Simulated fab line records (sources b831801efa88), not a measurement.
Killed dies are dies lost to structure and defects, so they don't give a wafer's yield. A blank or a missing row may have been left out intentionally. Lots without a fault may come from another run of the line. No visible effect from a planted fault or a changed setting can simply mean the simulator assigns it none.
One fault seen from 2 desks || flow sky130 || each desk holds nothing but its own numbers, with what lay behind them at the end

== FROM THE METROLOGY DESK ==
What the gauges read, lot by lot, whatever tool the lot ran on: means of the sampled wafers that have a number. A lot is out of limits, marked OUT, if its mean lies more than 4 standard deviations from the usual mean; the brackets give that distance.
Columns: A = CAP2M_TIN_THK at SKY_CAP2M_THK_MEAS_04, usual 201.7 nm
{"lot": "L121", "first seen here": "day 40 11:51", "A": 201.0}
{"lot": "L123", "first seen here": "day 41 04:14", "A": 206.5}
{"lot": "L124", "first seen here": "day 41 06:10", "A": 199.3}
{"lot": "L125", "first seen here": "day 41 19:41", "A": 203.8}
{"lot": "L127", "first seen here": "day 42 17:04", "A": 201.2}
{"lot": "L132", "first seen here": "day 43 10:51", "A": 195.8}
{"lot": "L131", "first seen here": "day 43 13:17", "A": 202.9}
{"lot": "L135", "first seen here": "day 44 04:50", "A": 205.8}
{"lot": "L137", "first seen here": "day 44 19:45", "A": 199.9}
{"lot": "L138", "first seen here": "day 45 04:00", "A": 203.6}
{"lot": "L141", "first seen here": "day 45 16:06", "A": 200.7}
{"lot": "L143", "first seen here": "day 45 23:38", "A": 202.4}
{"lot": "L142", "first seen here": "day 46 01:23", "A": 201.1}
Finding of this desk: none of the 13 lots has anything out of limits.

== TOOL OWNER'S DESK, litho track-01 ==
The tool's own readings at SKY_CAP2M_DEVELOP_11 (develop time 60 s): means of the sampled wafers that have a number, for each lot that ran on this tool. A lot is out of limits, marked OUT, if its mean lies more than 4 standard deviations from the usual mean; the brackets give that distance.
Columns: A = developer temp C at SKY_CAP2M_DEVELOP_11, usual 23.02 C; B = exhaust pa at SKY_CAP2M_DEVELOP_11, usual 45.3 Pa
{"lot": "L123", "first seen here": "day 42 04:31", "A": 23.09, "B": 45.9}
{"lot": "L124", "first seen here": "day 42 05:28", "A": 22.93, "B": 45.9}
{"lot": "L127", "first seen here": "day 43 15:14", "A": 22.99, "B": 44.9}
{"lot": "L135", "first seen here": "day 45 02:32", "A": "22.08 (-8.5) OUT", "B": 46.3}
{"lot": "L137", "first seen here": "day 45 16:31", "A": "22.24 (-7.1) OUT", "B": 44.9}
This desk's finding: out of limits on L135, L137; first on L135, day 45 02:32 (developer temp C at SKY_CAP2M_DEVELOP_11). Within limits: L123, L124, L127.

== TAKEN TOGETHER ==
The tool owner's desk had the chance to raise an alarm at day 45 02:32 on L135, L137.
From the metrology desk's view, nothing was out of limits.
The metrology desk holds a record of L135, L137, inside its limits.
Of the lots named, all ran SKY_CAP2M_DEVELOP_11 on litho track-01.

== WHAT THE SIMULATOR PUT IN ==
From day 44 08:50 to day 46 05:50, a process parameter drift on litho track-01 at SKY_CAP2M_DEVELOP_11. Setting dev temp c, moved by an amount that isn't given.
Shown lots that were struck: L135, L137.
Hours from the fault's start to each desk's first reading out of limits: the tool owner's desk, 18.
